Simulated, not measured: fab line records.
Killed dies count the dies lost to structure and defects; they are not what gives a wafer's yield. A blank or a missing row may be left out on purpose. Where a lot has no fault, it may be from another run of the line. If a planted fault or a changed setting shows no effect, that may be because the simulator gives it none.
fab line records ; flow sky130
record: lots: 12; wafers: 36; last_day: 50
route steps=708 shown NWELL@73 VIA2@508 PAD_OPEN@708
lots with no fault: from the same line, run without faults
start_h: hours from the record's opening day to when the first of the lot's shown wafers began ; wait_h: hours elapsed since this lot's preceding step ; " repeats the value in the row above ; L1.1+2: a row that stands for several wafers ; - value missing, or start not given ; * or withheld: withheld ; < > ~ a bound
route shown NAME@n: NAME is a module with steps in the file, n the number in the route of the first one ; usual: mean and standard deviation over wafers with no fault ; same: alike in all rows ; chamber/n: place in a boat ; sites: the reading at each site ; _std_site: their standard deviation ; _edge_site: outer sites' mean less inner sites' ; radius_mm: for every site, how far away it sits from the centre of the wafer ; mask NAME#n: copy n ; behind: the last tool/chamber to shape the wafer ; hold: reason for holding the lot/hours on hold/outcome of the hold ; device: which transistor (n, p or np) failed to switch ; end of line: the route-end tests of the same wafers ; where a step has no rows: the recipe by itself ; killed: not the wafer's yield, but the dies lost to structure and defects at the first sort ; map: per-die view of a wafer (x killed, . not killed, _ where there is no die)
set.NAME: the setting as run; set.NAME@STEP: as run at that earlier step ; model.NAME: the simulator's own value behind a step, which no gauge read
one table for each step of the route and one row for each wafer, over a sample of lots
services: the hour from which a tool's chamber was out of use, counted from the record's first day as start_h (under 0 if before that day), plus the number of hours and why
== steps ==
step: SKY_NWELL_EXPOSE_20
recipe: mask_id: NWM_COMPLEMENT; na: 0.6; source_shape: conventional; sigma_outer: 0.6; polarization: unpolarized; target_cd_nm: 840; dose_mj: 260
lot.wafer;tool;chamber;start_h;wait_h;mask
L697.2+5+6;iline_stepper-01;0;109.21;-;NWM_COMPLEMENT#0
L696.3+4+5;iline_stepper-02;0;109.82;-;NWM_COMPLEMENT#0
L699.2+3+5;iline_stepper-02;0;112.72;-;NWM_COMPLEMENT#0
L698.2+3+6;iline_stepper-01;0;113.56;-;NWM_COMPLEMENT#0
L701.2+3+4;iline_stepper-01;0;123.16;-;NWM_COMPLEMENT#0
L703.3+4+6;iline_stepper-02;0;135.16;-;NWM_COMPLEMENT#0
L712.1+3+5;iline_stepper-02;0;200.89;-;NWM_COMPLEMENT#0
L714.1+3+4;iline_stepper-02;0;210.22;-;NWM_COMPLEMENT#0
L715.1+3+6;iline_stepper-01;0;214.27;-;NWM_COMPLEMENT#0
L716.2+3+6;iline_stepper-01;0;217.52;-;NWM_COMPLEMENT#0
L717.3+4+5;iline_stepper-01;0;229.64;-;NWM_COMPLEMENT#0
L719.1+2+6;iline_stepper-01;0;240.43;-;NWM_COMPLEMENT#0
step: SKY_NWELL_OVL_MEAS_23
usual: NWELL_01_OVL: -0.3/1.3
lot.wafer;tool;chamber;start_h;wait_h;hold;NWELL_01_OVL[nm]
L697.2;overlay-01;-;117.72;-;-;-1.1
L697.5;overlay-01;-;117.72;-;-;0.0
L697.6;overlay-01;-;117.72;-;-;-0.9
L696.3;overlay-01;-;118.11;-;-;1.3
L696.4;overlay-01;-;118.11;-;-;1.9
L696.5;overlay-01;-;118.11;-;-;0.9
L699.2;overlay-02;-;120.97;-;-;0.2
L699.3;overlay-02;-;120.97;-;-;1.4
L699.5;overlay-02;-;120.97;-;-;1.6
L698.2;overlay-01;-;122.20;-;-;-3.0
L698.3;overlay-01;-;122.20;-;-;-1.6
L698.6;overlay-01;-;122.20;-;-;-1.2
L701.2;overlay-02;-;131.67;-;-;-0.7
L701.3;overlay-02;-;131.67;-;-;-0.9
L701.4;overlay-02;-;131.67;-;-;-0.9
L703.3;overlay-02;-;144.46;-;-;1.1
L703.4;overlay-02;-;144.46;-;-;1.4
L703.6;overlay-02;-;144.46;-;-;2.2
L712.1;overlay-02;-;211.87;-;await_dispo/0.2h/release;241.5
L712.3;overlay-02;-;211.87;-;await_dispo/0.2h/release;243.8
L712.5;overlay-02;-;211.87;-;await_dispo/0.2h/release;241.4
L712.1;overlay-02;-;212.07;0.2;-;240.9
L712.3;overlay-02;-;212.07;0.2;-;243.5
L712.5;overlay-02;-;212.07;0.2;-;241.3
L714.1;overlay-02;-;221.32;-;await_dispo/0.2h/release;239.3
L714.3;overlay-02;-;221.32;-;await_dispo/0.2h/release;239.3
L714.4;overlay-02;-;221.32;-;await_dispo/0.2h/release;240.6
L714.1;overlay-02;-;221.52;0.2;-;239.6
L714.3;overlay-02;-;221.52;0.2;-;239.5
L714.4;overlay-02;-;221.52;0.2;-;240.2
L715.1;overlay-01;-;225.49;-;-;-0.8
L715.3;overlay-01;-;225.49;-;-;0.3
L715.6;overlay-01;-;225.49;-;-;-2.3
L716.2;overlay-01;-;228.36;-;-;-0.6
L716.3;overlay-01;-;228.36;-;-;0.0
L716.6;overlay-01;-;228.36;-;-;-0.5
L717.3;overlay-01;-;242.05;-;-;-1.2
L717.4;overlay-01;-;242.05;-;-;-0.6
L717.5;overlay-01;-;242.05;-;-;-0.7
L719.1;overlay-02;-;251.45;-;-;-2.0
L719.2;overlay-02;-;251.45;-;-;-1.4
L719.6;overlay-02;-;251.45;-;-;-1.1
step: SKY_VIA2_THK_MEAS_01
recipe: reads: SiO2_of_VIA2_HDPCVD_00
usual: VIA2_HDPCVD_THK: 1183/18
lot.wafer;tool;chamber;start_h;wait_h;VIA2_HDPCVD_THK[nm]
L697.2;film_metro-02;-;839.48;0.1;1201
L697.5;film_metro-02;-;839.48;0.1;1170
L697.6;film_metro-02;-;839.48;0.1;1212
L699.2;film_metro-01;-;857.18;0.1;1191
L699.3;film_metro-01;-;857.18;0.1;1188
L699.5;film_metro-01;-;857.18;0.1;1191
L696.3;film_metro-01;-;858.03;0.1;1178
L696.4;film_metro-01;-;858.03;0.1;1174
L696.5;film_metro-01;-;858.03;0.1;1177
L698.2;film_metro-03;-;858.19;0.1;1185
L698.3;film_metro-03;-;858.19;0.1;1180
L698.6;film_metro-03;-;858.19;0.1;1216
L701.2;film_metro-03;-;862.40;0.1;1180
L701.3;film_metro-03;-;862.40;0.1;1207
L701.4;film_metro-03;-;862.40;0.1;1181
L703.3;film_metro-03;-;875.30;0.1;1160
L703.4;film_metro-03;-;875.30;0.1;1174
L703.6;film_metro-03;-;875.30;0.1;1155
L715.1;film_metro-02;-;969.48;0.1;1169
L715.3;film_metro-02;-;969.48;0.1;1156
L715.6;film_metro-02;-;969.48;0.1;1179
L716.2;film_metro-03;-;975.77;0.1;1177
L716.3;film_metro-03;-;975.77;0.1;1185
L716.6;film_metro-03;-;975.77;0.1;1189
L717.3;film_metro-01;-;986.84;0.1;1209
L717.4;film_metro-01;-;986.84;0.1;1184
L717.5;film_metro-01;-;986.84;0.1;1216
L719.1;film_metro-02;-;995.16;0.1;1167
L719.2;film_metro-02;-;995.16;0.1;1174
L719.6;film_metro-02;-;995.16;0.1;1199
step: SKY_VIA2_ETCH_15
recipe: target: SiO2; chemistry: C4F8/O2/Ar; target_depth_nm: 546; stop_on: TiN; mask_material: KrF-thick; source_w: 1500; bias_w: 1200; pressure_mtorr: 40; c4f8_flow_sccm: withheld; O2_flow_sccm: 6; Ar_flow_sccm: 300; time_s: 84
usual: oes_product_au: 0.939/0.0051; rf_fwd_power_W: 1490/5.5
lot.wafer;tool;chamber;start_h;wait_h;oes_product_au;rf_fwd_power_W;rf_hours_counter_h
L697.2;rie_diel-03;3;866.45;0.0;0.942;1499;6
L697.5;rie_diel-03;3;866.45;0.0;0.940;1496;-
L697.6;rie_diel-03;2;866.45;0.0;0.949;1500;-
L699.2;rie_diel-01;2;883.47;0.0;0.941;1499;6
L699.3;rie_diel-01;0;883.47;0.0;0.945;1481;13
L699.5;rie_diel-01;1;883.47;0.0;0.940;1484;-
L696.3;rie_diel-03;1;884.30;0.0;0.949;1493;15
L696.4;rie_diel-03;2;884.30;0.0;0.931;1491;17
L696.5;rie_diel-03;2;884.30;0.0;0.939;1494;-
L698.2;rie_diel-04;2;884.65;0.0;0.955;1489;17
L698.3;rie_diel-04;0;884.65;0.0;0.932;1486;5
L698.6;rie_diel-04;1;884.65;0.0;0.934;1487;-
L701.2;rie_diel-01;2;889.07;0.0;0.937;1501;6
L701.3;rie_diel-01;0;889.07;0.0;0.937;1481;13
L701.4;rie_diel-01;2;889.07;0.0;0.934;1495;-
L703.3;rie_diel-04;2;901.55;0.0;0.948;1492;17
L703.4;rie_diel-04;3;901.55;0.0;0.934;1493;25
L703.6;rie_diel-04;0;901.55;0.0;0.941;1485;-
L715.1;rie_diel-03;1;993.32;0.0;0.932;1487;19
L715.3;rie_diel-03;0;993.32;0.0;0.935;1489;4
L715.6;rie_diel-03;2;993.32;0.0;0.939;1491;-
L716.2;rie_diel-04;2;999.95;0.0;0.941;1489;21
L716.3;rie_diel-04;0;999.95;0.0;0.944;1487;8
L716.6;rie_diel-04;0;999.95;0.0;0.943;1482;-
L717.3;rie_diel-04;3;1010.06;0.0;0.937;1489;28
L717.4;rie_diel-04;1;1010.06;0.0;0.937;1490;23
L717.5;rie_diel-04;1;1010.06;0.0;0.933;1494;-
L719.1;rie_diel-04;1;1019.12;0.0;0.938;1488;23
L719.2;rie_diel-04;2;1019.12;0.0;0.945;1489;21
L719.6;rie_diel-04;2;1019.12;0.0;0.936;1497;-
step: SKY_VIA2_STRIP_16
recipe: chemistry: O2/N2; power_w: 1400; pressure_mtorr: 1500; platen_temp_c: withheld; o2_flow_sccm: 3000; n2_flow_sccm: 300; overash_fraction: 0.5
usual: drypump_motor_current_A: 5.5/0.42; o2_flow_sccm: 3000/13; oes_product_au: 0.399/0.0044; strip_time_to_endpoint_s: 4.08/0.033
lot.wafer;tool;chamber;start_h;wait_h;drypump_motor_current_A;o2_flow_sccm;oes_product_au;rf_hours_counter_h;strip_time_to_endpoint_s
L697.2;plasma_asher-03;0;866.51;0.0;6.0;3000;0.394;13;4.10
L697.5;plasma_asher-03;1;866.51;0.0;5.0;3013;0.405;-;4.11
L697.6;plasma_asher-03;0;866.51;0.0;6.0;3000;0.400;-;4.09
L699.2;plasma_asher-04;0;883.53;0.0;5.6;2982;0.399;72;4.08
L699.3;plasma_asher-04;0;883.53;0.0;5.7;2994;0.401;-;4.12
L699.5;plasma_asher-04;0;883.53;0.0;5.7;2980;0.407;-;4.10
L696.3;plasma_asher-02;1;884.40;0.1;5.4;2996;0.399;-;4.07
L696.4;plasma_asher-02;0;884.40;0.1;6.0;2997;0.395;-;4.06
L696.5;plasma_asher-02;0;884.40;0.1;6.0;2993;0.398;-;4.08
L698.2;plasma_asher-02;0;884.71;0.0;6.0;3004;0.397;106;4.04
L698.3;plasma_asher-02;1;884.71;0.0;5.4;3014;0.401;-;4.04
L698.6;plasma_asher-02;0;884.71;0.0;6.0;3017;0.400;-;4.11
L701.2;plasma_asher-04;1;889.13;0.0;5.1;2992;0.395;73;4.06
L701.3;plasma_asher-04;1;889.13;0.0;5.0;3002;0.397;-;4.08
L701.4;plasma_asher-04;0;889.13;0.0;5.7;2995;0.402;-;4.06
L703.3;plasma_asher-02;0;901.65;0.1;6.0;3008;0.395;-;4.01
L703.4;plasma_asher-02;1;901.65;0.1;5.4;3004;0.407;-;4.10
L703.6;plasma_asher-02;1;901.65;0.1;5.4;2997;0.397;-;4.06
L715.1;plasma_asher-04;0;993.38;0.0;5.7;2997;0.390;84;4.05
L715.3;plasma_asher-04;1;993.38;0.0;5.0;3009;0.401;-;4.06
L715.6;plasma_asher-04;1;993.38;0.0;5.1;3007;0.396;-;4.07
L716.2;plasma_asher-02;0;1000.01;0.0;6.0;2997;0.396;117;4.04
L716.3;plasma_asher-02;0;1000.01;0.0;6.0;2996;0.400;-;4.09
L716.6;plasma_asher-02;0;1000.01;0.0;6.0;2999;0.402;-;4.09
L717.3;plasma_asher-03;1;1010.15;0.1;5.0;3007;0.390;-;4.09
L717.4;plasma_asher-03;0;1010.15;0.1;6.0;3002;0.404;-;4.14
L717.5;plasma_asher-03;0;1010.15;0.1;6.0;3005;0.403;-;4.14
L719.1;plasma_asher-03;1;1019.18;0.0;5.0;2997;0.397;26;4.16
L719.2;plasma_asher-03;0;1019.18;0.0;6.0;2993;0.398;26;4.09
L719.6;plasma_asher-03;0;1019.18;0.0;6.0;2999;0.394;-;4.09
step: SKY_PAD_OPEN_PROBE_99
usual: defect_limited_yield: 82.4/1.9; killed_at_M0_to_M3: 45/7.5; killed_at_M4_up: 2.8/1.9; killed_at_contacts: 25/5.5; killed_at_front_end: 14/4; killed_at_other: 0.3/0.75; killed_dies: 87/9.4; killed_open: 47/6.6; killed_short: 39/6.6; sort_bin_3_pad_short: 0.9/0.39; sort_bin_5_function: 10.4/1.5; sort_bin_6_memory: 6.3/1.2; sort_n_pass: 405/9.4; sort_yield_pct: 82.4/1.9
same: gross_dies: 492; killed_at_back_side: 0; sort_bin_4_leakage[%]: 0; sort_bin_8_speed[%]: 0
lot.wafer;tool;chamber;start_h;wait_h;defect_limited_yield[%];killed_at_M0_to_M3;killed_at_M4_up;killed_at_contacts;killed_at_front_end;killed_at_other;killed_dies;killed_open;killed_short;sort_bin_3_pad_short[%];sort_bin_5_function[%];sort_bin_6_memory[%];sort_n_pass;sort_yield_pct[%]
L719.1;prober-02;-;1207.51;0.1;80.3;56;6;24;11;0;97;49;48;1.2;12.2;6.3;395;80.3
L719.2;prober-02;-;1207.56;0.1;83.7;35;2;25;17;1;80;39;41;1.2;10.0;5.1;412;83.7
L719.6;prober-02;-;1207.76;0.2;78.9;51;4;33;16;0;104;51;53;1.0;13.4;6.7;388;78.9
killed by level:class
L719.1 VIA1:geometric_particle:open=10 VIA2:geometric_particle:open=10 VIA1:geometric_particle:short=8 METAL2:geometric_particle:short=7 CONTACT:geometric_particle:open=6 VIA3:geometric_particle:open=6 LI_CONTACT:geometric_particle:open=5 METAL1:geometric_particle:short=4
L719.2 CONTACT:geometric_particle:open=8 FIELD_ISO:geometric_particle:open=7 LI_CONTACT:geometric_particle:open=6 LOCAL_INTERCONNECT:geometric_particle:short=6 METAL2:geometric_particle:short=6 METAL1:geometric_particle:short=5 CONTACT:geometric_particle:short=4 VIA1:geometric_particle:open=4
L719.6 LI_CONTACT:geometric_particle:open=14 METAL2:geometric_particle:short=13 CONTACT:geometric_particle:open=10 VIA1:geometric_particle:open=9 VIA3:geometric_particle:open=6 VIA1:geometric_particle:short=5 POLY_GATE:geometric_particle:short=5 LI_CONTACT:geometric_particle:short=5
== services ==
tool;chamber;start_h;hours;kind
iline_stepper-02;-;85.99;0.7;repair
rie_diel-04;2;100.53;4.3;repair
rie_diel-04;3;103.84;6.8;repair
iline_stepper-01;-;150.69;1.0;repair
iline_stepper-02;-;215.60;6.7;repair
iline_stepper-02;-;222.35;1.7;pm
iline_stepper-01;-;248.73;1.5;repair
iline_stepper-01;-;273.92;14.2;repair
iline_stepper-01;-;288.09;2.1;pm
iline_stepper-01;-;290.17;4.4;pm
iline_stepper-01;-;294.62;1.7;pm
rie_diel-04;0;309.86;2.6;repair
iline_stepper-02;-;321.11;3.4;repair
iline_stepper-02;-;330.45;9.4;repair
rie_diel-04;3;332.72;7.2;repair
rie_diel-04;-;430.18;4.0;pm
iline_stepper-02;-;437.48;1.7;pm
rie_diel-04;3;450.61;5.2;repair
rie_diel-04;2;453.87;3.6;repair
iline_stepper-01;-;512.78;1.7;pm
iline_stepper-01;-;730.96;1.7;pm
iline_stepper-01;-;759.47;2.6;repair
iline_stepper-01;-;949.14;1.7;pm
iline_stepper-01;-;962.65;19.5;repair
== key ==
first_sign: step: SKY_NWELL_OVL_MEAS_23; reading: visit; direction: added
effect: step: SKY_NWELL_OVL_MEAS_23; reading: NWELL_01_OVL; direction: up; sigmas: 99+; usual: -0.3; struck: 241.0
met_at SKY_NWELL_EXPOSE_20
struck_lots L712,L714
scrapped_behind SKY_NWELL_OVL_MEAS_23 L712.1,L712.3,L712.5,L714.1,L714.3,L714.4
not_acting_at SKY_VIA2_THK_MEAS_01,SKY_VIA2_ETCH_15,SKY_VIA2_STRIP_16
onset_between 135.16 200.89
fault: kind: scanner_matching_overlay; tool: iline_stepper-02; chamber: -; onset_h: 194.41; steps: SKY_NWELL_EXPOSE_20; offset: 240.42
